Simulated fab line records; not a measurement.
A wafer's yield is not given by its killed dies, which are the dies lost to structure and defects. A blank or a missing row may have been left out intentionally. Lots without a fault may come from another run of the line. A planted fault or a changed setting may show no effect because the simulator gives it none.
A lot that was struck, set against a sound lot ; flow sky130 ; 42 steps out of a route of 708
Sound: the wafers L576.1, L576.4, L576.6. Wafers L591.2, L591.3, L591.4 were the ones struck. At the end, the cause is stated.
Per side, at each step with rows, come the tool, then ch with its chambers, and then its first start. Under that, the readings that differ: sound wafers ; struck wafers ; difference of the means ; sigmas: that difference in standard deviations of wafers without a fault.
alike: words and numbers the same on both sides, and readings whose means are apart by under 2 such deviations; not compared: readings that were withheld, readings missing a value for some wafer, numbers with overlapping values and no deviation given by the record, and bounds like >300 which may hide the same value.
The two part at a step that has a row with sigmas, a row that says differs or no value, or rows on one side only. Non-overlapping numbers with no deviation appear without sigmas and do not part them. A reading missing from all wafers of one side parts the sides only when that side holds two or more wafers.

SKY_POLY_CUT_ETCH_10: etches BARC in N2/H2, stops on SiO2, time 45.9 s, target depth 60 nm.
  sound on rie-diel-01 ch 0,1,3, day 24 12:29; struck on rie-diel-01 ch 0,1,2, day 29 15:04
  alike: drypump-motor-current-A, oes-product-au, throttle-valve-pct
  not compared: rf-hours-counter-h
then, 1 step without rows for these wafers: SKY_POLY_CUT_ETCH_11 (etches Si3N4 in CF4/CH2F2/Ar, stops on poly-Si, time 42.5 s, target depth 60 nm).
SKY_POLY_CUT_STRIP_12: strips in O2/N2.
  sound on plasma-asher-02 ch 0, day 24 12:35; struck on plasma-asher-02 ch 0,1, day 29 15:08
  alike: drypump-motor-current-A, oes-product-au, strip-time-to-endpoint-s
  not compared: rf-hours-counter-h
then, 7 steps without rows for these wafers: SKY_SD_P_DEHYDRATE_00 (time 60 s); SKY_SD_P_HMDS_01 (prime time 60 s); SKY_SD_P_COAT_02 (resist thk 1140 nm); SKY_SD_P_SOFTBAKE_03 (time 60 s); SKY_SD_P_EXPOSE_04 (exposes mask PSDM, target cd 380 nm); SKY_SD_P_PEB_05; SKY_SD_P_DEVELOP_06 (develop time 60 s).
SKY_SD_P_CD_MEAS_07: the cd target is 380 nm.
  sound on cd-sem-02, day 25 17:57; struck on cd-sem-02, day 30 18:52
  alike: cd-nm
SKY_SD_P_OVL_MEAS_08:
  sound on overlay-02, day 25 18:04; struck on overlay-01, day 30 18:59
  alike: SD_P_OVL
SKY_SD_P_IMPLANT_09:
  sound on implanter-04 ch 0, day 25 18:07; struck on implanter-01 ch 0, day 30 19:02
SKY_SD_P_STRIP_10: strips in O2/N2.
  sound on plasma-asher-01 ch 0,1, day 25 18:16; struck on plasma-asher-01 ch 0,1, day 30 19:10
  alike: drypump-motor-current-A, oes-product-au, strip-time-to-endpoint-s
  not compared: rf-hours-counter-h
SKY_SD_P_TW_MEAS_11:
  sound on film-metro-02, day 25 18:22; struck on film-metro-02, day 30 19:16
  alike: SD_P_TW
then, 9 steps without rows for these wafers: SKY_RES_XHIGH_DEHYDRATE_00 (time 60 s); SKY_RES_XHIGH_HMDS_01 (prime time 60 s); SKY_RES_XHIGH_COAT_02 (resist thk 1140 nm); SKY_RES_XHIGH_SOFTBAKE_03 (time 60 s); SKY_RES_XHIGH_EXPOSE_04 (exposes mask URPM, target cd 1270 nm); SKY_RES_XHIGH_PEB_05; SKY_RES_XHIGH_DEVELOP_06 (develop time 60 s); SKY_RES_XHIGH_IMPLANT_07; SKY_RES_XHIGH_STRIP_08 (strips in O2/N2).
SKY_RES_XHIGH_TW_MEAS_09:
  sound on film-metro-04, day 26 23:07; struck on film-metro-04, day 31 22:55
  alike: RES_XHIGH_TW
then, 7 steps without rows for these wafers: SKY_SD_N_DEHYDRATE_00 (time 60 s); SKY_SD_N_HMDS_01 (prime time 60 s); SKY_SD_N_COAT_02 (resist thk 1140 nm); SKY_SD_N_SOFTBAKE_03 (time 60 s); SKY_SD_N_EXPOSE_04 (exposes mask NSDM, target cd 380 nm); SKY_SD_N_PEB_05; SKY_SD_N_DEVELOP_06 (develop time 60 s).
SKY_SD_N_CD_MEAS_07: the cd target is 380 nm.
  sound on cd-sem-02, day 28 03:44; struck on cd-sem-02, day 33 02:55
  alike: cd-nm
SKY_SD_N_OVL_MEAS_08:
  sound on overlay-02, day 28 03:52; struck on overlay-02, day 33 03:01
  alike: SD_N_OVL
then, 2 steps without rows for these wafers: SKY_SD_N_IMPLANT_09; SKY_SD_N_IMPLANT_10.
SKY_SD_N_STRIP_11: strips in O2/N2.
  sound on plasma-asher-03 ch 0,1, day 28 04:11; struck on plasma-asher-04 ch 0,1, day 33 03:20
  alike: drypump-motor-current-A, oes-product-au, strip-time-to-endpoint-s
  not compared: rf-hours-counter-h
SKY_SD_N_TW_MEAS_12:
  sound on film-metro-01, day 28 04:17; struck on film-metro-02, day 33 03:27
  alike: SD_N_TW
then, 1 step without rows for these wafers: SKY_SD_N_CLEAN_13 (cleans in SC1/SC2, time 150 s).
SKY_SD_N_RTA_14: time 2 s.
  sound on rtp-anneal-01 ch 0, day 28 04:25; struck on rtp-anneal-01 ch 0, day 33 03:34
  alike: chamber-o2-ppm, lamp-power-pct, wafer_temp_C_max
SKY_SD_N_RS_MEAS_16: measures by four-point-probe.
  sound on film-metro-01, day 28 04:35; struck on film-metro-02, day 33 03:45
reading;sound;struck;difference;sigmas
SD_N_RS (ohm/sq);68.49 68.44 68.35;68.85 68.61 68.67;+0.28;+3
-- a jump in the record: the struck wafers' starts before and after are 16 days apart (it breaks off in module SD_N and resumes in module PAD_OPEN, where the first step shown is number 708 of the route) --
SKY_PAD_OPEN_PROBE_99:
  sound on prober-01, day 46 03:34; struck on prober-02, day 49 13:46
reading;sound;struck;difference;sigmas
model.etest.res-high-po.rs-ohm-sq-range;6.328 9.624 8.001;31.66 27.72 28.59;+21.34;
model.etest.res-pdiff.rs-ohm-sq-range;4.717 5.153 3.727;10.55 11.91 8.652;+5.84;
  alike: killed_at_M0_to_M3, killed_at_M4_up, killed-at-contacts, killed-at-front-end, killed-at-other, killed-dies, killed-open, killed-short

## WHERE THEY PART
Only at SKY_SD_N_RS_MEAS_16, within this record. Later steps at which nothing parts them and some readings are alike: SKY_PAD_OPEN_PROBE_99.

WHY: whatever the simulator had introduced
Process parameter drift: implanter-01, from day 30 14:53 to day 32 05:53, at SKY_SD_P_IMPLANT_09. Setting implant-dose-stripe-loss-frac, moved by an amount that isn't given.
